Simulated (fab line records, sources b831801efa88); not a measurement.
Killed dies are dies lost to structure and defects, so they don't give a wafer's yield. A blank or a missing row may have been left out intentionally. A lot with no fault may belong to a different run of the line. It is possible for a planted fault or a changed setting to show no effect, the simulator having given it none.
fab line records | flow sky130
record: lots: 11 wafers: 33 last_day: 50
route steps=708 shown VIA2@531 CAPM@538 METAL3@558 PAD_OPEN@708
lots that met no fault: taken from a fault-free run of the same line
start_h: start of the lot's first displayed wafer, in hours after the record's first day | wait_h: time in hours since the lot's previous step | " as in the row above | L1.1+2: several wafers, shown together as one row | - value missing, or start not given | * or withheld: withheld | < > ~ a bound
route shown NAME@n: a module of which the file shows steps, and the number in the route of the first | usual: mean/standard deviation taken from wafers without a fault | same: alike in all rows | chamber/n: place in a boat | sites: the reading at each site | _std_site: the standard deviation of these | _edge_site: mean of outer sites minus mean of inner sites | radius_mm: how far each site lies from the wafer's centre | mask NAME#n: copy n | behind: the last tool/chamber to shape the wafer | hold: the reason the lot was held/the length of the hold in hours/how it ended | device: whichever transistor did not switch (one of n, p or np) | end of line: the same wafers' tests at the end of the route | a step with no rows: only its recipe | killed: at the first sort, the dies lost to defects and structure; wafer yield is something else | map: a wafer's dies, marking killed ones x, the rest . and places with no die _
set.NAME: the setting as run; set.NAME@STEP: as run at that earlier step | model.NAME: the simulator's own value behind a step, which no gauge read
steps of the route over a sample of lots; a table a step, a row a wafer
services: a tool's chamber out of use, with start hour (start_h, from the record's first day; less than 0 if before it), hours out, and reason
== steps ==
step: SKY_VIA2_CMP_24
recipe: stop_on: SiO2 t_overpolish_s: 20 down_force_psi: 3.5 platen_rpm: 60 target_thk_nm: 0 pad_velocity_m_s: 0.94248
usual: edge_zone_pressure_frac: 1.000/0.0048 motor_current_A: 10.4/0.97 overpolish_run_s: 20.000/0.0097 time_to_endpoint_s: 101/3.7
columns lot.wafer tool chamber start_h wait_h edge_zone_pressure_frac motor_current_A overpolish_run_s time_to_endpoint_s
L971.1 cmp-01 1 842.62 0.1 0.997 9.2 20.004 106
L971.4 " 3 " " 1.001 11.4 19.991 101
L971.5 " 2 " " 0.998 10.4 19.993 100
L972.4 cmp-02 1 848.43 0.0 1.002 10.5 19.979 103
L972.1 " 3 " " 1.003 10.4 19.995 104
L972.5 " 2 " " 0.991 9.3 20.003 101
L973.2 cmp-02 1 865.19 0.2 1.003 11.0 19.987 102
L973.5 " 2 " " 1.002 9.1 19.993 101
L973.6 " 3 " " 1.003 10.9 19.999 99
L976.1 cmp-02 1 881.16 0.2 0.996 10.5 20.004 100
L976.3 " 2 " " 0.999 9.4 20.002 101
L976.6 " 3 " " 0.989 10.8 19.996 99
L978.2 cmp-01 0 907.61 0.0 1.002 11.6 20.003 99
L978.1 " 1 " " 0.994 9.5 19.998 103
L978.5 " 0 " " 1.000 11.7 19.999 98
L983.4 cmp-01 1 935.28 0.0 1.002 8.9 20.014 109
L983.1 " 2 " " 0.999 9.6 19.994 107
L983.6 " 1 " " 1.000 8.2 20.001 106
L984.4 cmp-01 3 942.77 0.1 0.995 10.8 20.001 104
L984.1 " 1 " " 1.001 9.0 20.005 103
L984.5 " 3 " " 1.000 11.6 20.008 105
L990.3 cmp-01 1 982.04 0.1 0.995 9.0 20.012 100
L990.2 " 3 " " 0.999 11.2 20.007 99
L990.6 " 1 " " 1.000 9.4 19.987 103
L991.3 cmp-02 2 990.04 0.0 1.000 9.4 20.002 95
L991.1 " 3 " " 0.998 10.9 20.010 99
L991.2 " 1 " " 0.999 10.3 20.002 102
L992.4 cmp-01 0 995.53 0.4 0.993 10.9 20.006 93
L992.1 " 1 " " 1.006 9.0 19.986 99
L992.5 " 2 " " 0.998 10.2 20.011 96
L994.1 cmp-01 2 1004.38 0.1 1.007 10.0 19.994 96
L994.4 " 3 " " 0.998 11.6 19.998 100
L994.3 " 1 " " 0.999 9.4 19.993 101
step: SKY_CAPM_THK_MEAS_01
recipe: reads: SiO2_of_CAPM_CVD_00
usual: CAPM_CVD_00_THK: 15.64/0.19
columns lot.wafer tool chamber start_h wait_h CAPM_CVD_00_THK[nm]
L971.1 film_metro-03 - 843.10 - 15.40
L971.4 " - " " 15.56
L971.5 " - " " 15.45
L972.1 film_metro-03 - 848.91 - 15.23
L972.4 " - " " 15.63
L972.5 " - " " 15.79
L973.2 film_metro-02 - 865.52 - 15.62
L973.5 " - " " 15.84
L973.6 " - " " 15.80
L976.1 film_metro-01 - 881.54 - 15.76
L976.3 " - " " 15.53
L976.6 " - " " 15.66
L978.1 film_metro-03 - 908.09 - 15.59
L978.2 " - " " 15.79
L978.5 " - " " 15.56
L983.1 film_metro-01 - 935.76 - 15.58
L983.4 " - " " 15.76
L983.6 " - " " 15.80
L984.1 film_metro-03 - 943.19 - 15.68
L984.4 " - " " 15.95
L984.5 " - " " 15.89
L990.2 film_metro-01 - 982.48 - 15.62
L990.3 " - " " 15.85
L990.6 " - " " 15.80
L991.1 film_metro-01 - 990.52 - 15.58
L991.2 " - " " 15.51
L991.3 " - " " 15.82
L992.1 film_metro-03 - 995.90 - 15.71
L992.4 " - " " 16.02
L992.5 " - " " 15.95
L994.1 film_metro-01 - 1004.86 - 15.46
L994.3 " - " " 15.35
L994.4 " - " " 15.61
step: SKY_CAPM_RS_MEAS_03
recipe: thk_meas_gauge: four-point-probe reads: TiN_of_CAPM_SPUTTER_02
usual: CAPM_TIN_RS: 6.89/0.081
columns lot.wafer tool chamber start_h wait_h CAPM_TIN_RS[ohm/sq]
L971.1 film_metro-03 - 843.27 0.1 6.92
L971.4 " - " " 6.90
L971.5 " - " " 6.90
L972.1 film_metro-02 - 849.08 0.1 7.02
L972.4 " - " " 6.86
L972.5 " - " " 6.93
L973.2 film_metro-03 - 865.70 0.1 6.98
L973.5 " - " " 6.91
L973.6 " - " " 6.97
L976.1 film_metro-03 - 881.71 0.1 6.99
L976.3 " - " " 6.94
L976.6 " - " " 6.98
L978.1 film_metro-03 - 908.26 0.1 6.82
L978.2 " - " " 6.85
L978.5 " - " " 6.88
L983.1 film_metro-03 - 935.93 0.1 6.81
L983.4 " - " " 6.86
L983.6 " - " " 6.79
L984.1 film_metro-02 - 943.36 0.1 6.90
L984.4 " - " " 6.84
L984.5 " - " " 6.86
L990.2 film_metro-03 - 982.66 0.1 6.87
L990.3 " - " " 6.82
L990.6 " - " " 6.79
L991.1 film_metro-03 - 990.69 0.1 6.95
L991.2 " - " " 6.89
L991.3 " - " " 6.89
L992.1 film_metro-01 - 996.07 0.1 7.04
L992.4 " - " " 7.08
L992.5 " - " " 7.00
L994.1 film_metro-03 - 1005.02 0.1 7.01
L994.3 " - " " 7.06
L994.4 " - " " 6.97
step: SKY_METAL3_COAT_08
recipe: resist: KrF-thick spin_rpm: 3071 resist_thk_nm: 1140
columns lot.wafer tool chamber start_h wait_h
L971.1+4+5 litho_track-04 0 881 -
L972.1+4+5 litho_track-04 0 887 -
L973.2+5+6 litho_track-03 0 903 -
L976.1+3+6 litho_track-02 0 919 -
L978.1+2+5 litho_track-04 0 945 -
L983.1+4+6 litho_track-04 0 972 -
L984.1+4+5 litho_track-03 0 979 -
L990.2+3+6 litho_track-02 0 1018 -
L991.1+2+3 litho_track-03 0 1027 -
L992.1+4+5 litho_track-02 0 1031 -
L994.1+3+4 litho_track-04 0 1039 -
step: SKY_METAL3_STRIP_19
recipe: chemistry: O2/N2 power_w: 1400 pressure_mtorr: 1500 platen_temp_c: withheld o2_flow_sccm: 3000 n2_flow_sccm: 300 overash_fraction: 0.5
usual: drypump_motor_current_A: 5.4/0.52 oes_product_au: 0.497/0.0056 strip_time_to_endpoint_s: 6.41/0.074
columns lot.wafer tool chamber start_h wait_h drypump_motor_current_A oes_product_au rf_hours_counter_h strip_time_to_endpoint_s
L971.1 plasma_asher-01 1 895.18 0.1 5.5 0.497 43 6.40
L971.4 " 0 " " 5.0 0.496 - 6.46
L971.5 " 1 " " 5.5 0.491 - 6.39
L972.1 plasma_asher-04 0 900.73 0.1 6.3 0.489 99 6.36
L972.4 " 1 " " 5.5 0.494 - 6.32
L972.5 " 0 " " 6.3 0.487 - 6.32
L973.2 plasma_asher-04 1 916.63 0.1 5.4 0.500 101 6.54
L973.5 " 0 " " 6.3 0.507 - 6.59
L973.6 " 1 " " 5.4 0.504 - 6.51
L976.1 plasma_asher-04 0 931.83 0.1 6.3 0.496 103 6.37
L976.3 " 1 " " 5.5 0.499 - 6.41
L976.6 " 0 " " 6.3 0.493 - 6.36
L978.1 plasma_asher-01 1 958.05 0.1 5.5 0.501 50 6.31
L978.2 " 0 " " 4.9 0.505 50 6.34
L978.5 " 1 " " 5.5 0.497 - 6.36
L983.1 plasma_asher-01 0 985.18 0.1 5.0 0.489 53 6.34
L983.4 " 1 " " 5.5 0.498 - 6.38
L983.6 " 1 " " 5.5 0.506 - 6.36
L984.1 plasma_asher-03 1 993.13 0.1 4.6 0.505 88 6.45
L984.4 " 1 " " 4.6 0.490 - 6.38
L984.5 " 0 " " 5.8 0.499 - 6.45
L990.2 plasma_asher-01 0 1030.53 0.1 4.9 0.527 57 7.18
L990.3 " 1 " " 5.5 0.521 - 7.10
L990.6 " 1 " " 5.5 0.536 - 7.12
L991.1 plasma_asher-04 1 1039.30 0.1 5.5 0.496 113 6.41
L991.2 " 0 " " 6.4 0.492 113 6.35
L991.3 " 1 " " 5.4 0.496 - 6.38
L992.1 plasma_asher-04 0 1043.08 0.1 6.3 0.526 114 7.10
L992.4 " 0 " " 6.3 0.530 - 7.16
L992.5 " 1 " " 5.4 0.521 - 7.12
L994.1 plasma_asher-04 0 1051.43 0.1 6.3 0.508 115 6.51
L994.3 " 0 " " 6.3 0.496 - 6.50
L994.4 " 1 " " 5.5 0.506 - 6.59
step: SKY_PAD_OPEN_PROBE_99
usual: defect_limited_yield: 82.6/1.9 killed_at_M0_to_M3: 43/6.9 killed_at_M4_up: 3.2/2 killed_at_contacts: 25/5.1 killed_at_front_end: 15/4.5 killed_at_other: 0.2/0.51 killed_dies: 85/9.5 killed_open: 48/6.9 killed_short: 38/6.7 sort_bin_3_pad_short: 0.8/0.4 sort_bin_5_function: 10.2/1.6 sort_bin_6_memory: 6.4/1.1 sort_n_pass: 407/9.5 sort_yield_pct: 82.6/1.9
same: gross_dies: 492 killed_at_back_side: 0 sort_bin_4_leakage[%]: 0 sort_bin_8_speed[%]: 0
columns lot.wafer tool chamber start_h wait_h defect_limited_yield[%] killed_at_M0_to_M3 killed_at_M4_up killed_at_contacts killed_at_front_end killed_at_other killed_dies killed_open killed_short sort_bin_3_pad_short[%] sort_bin_5_function[%] sort_bin_6_memory[%] sort_n_pass sort_yield_pct[%]
L978.5 prober-01 - 1123.21 0.2 87.8 27 4 17 12 0 60 34 26 1.0 6.7 4.5 432 87.8
L983.1 prober-02 - 1144.13 0.1 82.9 38 2 24 20 0 84 48 36 0.6 8.7 7.7 408 82.9
L983.4 prober-02 - 1144.28 0.2 82.7 39 4 29 13 0 85 37 48 1.0 11.0 5.3 407 82.7
L983.6 prober-02 - 1144.38 0.2 79.1 52 5 29 17 0 103 53 50 0.4 13.6 6.9 389 79.1
L984.1 prober-01 - 1150.01 0.1 79.7 51 5 19 24 1 100 58 42 0.8 13.0 6.5 392 79.7
L984.4 prober-01 - 1150.16 0.2 84.1 32 6 28 11 1 78 42 36 1.4 9.1 5.3 414 84.1
L984.5 prober-01 - 1150.21 0.2 83.5 35 3 21 21 1 81 45 36 1.0 10.0 5.5 411 83.5
killed by level:class
L978.5 CONTACT:geometric_particle:open=6 VIA1:geometric_particle:open=6 LI_CONTACT:geometric_particle:open=5 VIA2:geometric_particle:open=4 METAL1:geometric_particle:short=3 LI_CONTACT:geometric_particle:short=3 METAL4:geometric_particle:short=3 VIA1:geometric_particle:short=3
L983.1 VIA1:geometric_particle:open=10 LI_CONTACT:geometric_particle:open=8 METAL1:geometric_particle:short=7 FIELD_ISO:geometric_particle:open=6 POLY_GATE:geometric_particle:open=5 CONTACT:geometric_particle:open=5 FIELD_ISO:geometric_particle:short=4 METAL2:geometric_particle:short=4
L983.4 LI_CONTACT:geometric_particle:open=11 VIA1:geometric_particle:short=10 LOCAL_INTERCONNECT:geometric_particle:short=7 METAL1:geometric_particle:short=6 CONTACT:geometric_particle:open=5 METAL2:geometric_particle:short=5 VIA2:geometric_particle:open=5 VIA3:geometric_particle:open=5
L983.6 VIA1:geometric_particle:open=10 METAL1:geometric_particle:short=9 CONTACT:geometric_particle:open=8 LI_CONTACT:geometric_particle:open=7 VIA1:geometric_particle:short=6 METAL2:geometric_particle:short=6 VIA2:geometric_particle:open=6 VIA3:geometric_particle:open=5
L984.1 VIA1:geometric_particle:open=10 CONTACT:geometric_particle:open=10 POLY_GATE:geometric_particle:short=9 VIA2:geometric_particle:open=9 VIA3:geometric_particle:open=9 VIA1:geometric_particle:short=7 METAL2:geometric_particle:short=6 LI_CONTACT:geometric_particle:open=5
L984.4 CONTACT:geometric_particle:open=13 VIA1:geometric_particle:open=10 POLY_GATE:geometric_particle:short=5 CONTACT:geometric_particle:short=5 LI_CONTACT:geometric_particle:open=5 VIA2:geometric_particle:open=5 METAL3:geometric_particle:short=4 METAL4:geometric_particle:short=4
L984.5 VIA1:geometric_particle:open=10 CONTACT:geometric_particle:open=8 VIA2:geometric_particle:open=7 CONTACT:geometric_particle:short=6 FIELD_ISO:geometric_particle:open=5 LI_CONTACT:geometric_particle:open=5 POLY_GATE:geometric_particle:short=4 METAL1:geometric_particle:short=4
== services ==
columns tool chamber start_h hours kind
plasma_asher-04 - 819.50 62.9 repair
cmp-02 - 839.24 5.7 repair
cmp-01 - 839.24 0.8 repair
cmp-01 - 848.31 5.1 repair
cmp-02 - 853.48 6.2 pm
plasma_asher-01 - 866.85 5.1 repair
cmp-01 - 910.76 5.2 pm
plasma_asher-01 - 913.97 2.1 repair
cmp-01 - 915.96 4.0 pm
cmp-01 - 917.77 2.2 repair
cmp-01 - 919.96 - consumable_replace:conditioner
cmp-01 - 919.96 - consumable_replace:pad
cmp-02 - 945.85 0.9 repair
plasma_asher-03 - 964.60 3.2 repair
cmp-02 - 966.06 0.7 repair
plasma_asher-04 - 989.67 2.8 repair
cmp-02 - 992.66 11.0 pm
cmp-02 - 1013.85 0.6 repair
cmp-01 - 1016.67 0.7 repair
plasma_asher-04 - 1027.38 3.0 repair
cmp-01 - 1035.62 0.4 repair
plasma_asher-01 - 1037.59 4.2 repair
== key ==
first_sign: step: SKY_METAL3_STRIP_19 reading: strip_time_to_endpoint_s direction: up sigmas: 9.8 usual: * struck: *
effect: step: SKY_METAL3_STRIP_19 reading: oes_product_au direction: up sigmas: 5.2 usual: 0.497 struck: 0.527
met_at SKY_METAL3_COAT_08
struck_lots L990,L992
not_acting_at SKY_VIA2_CMP_24,SKY_CAPM_THK_MEAS_01,SKY_CAPM_RS_MEAS_03
onset_between 919 1018
fault: kind: process_parameter_drift tool: litho_track-02 chamber: - onset_h: 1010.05 steps: SKY_METAL3_COAT_08 channel: resist_thk_nm offset: 75.912 shape: step end_h: 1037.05 acts_in: these_recipes_only stated: 1140
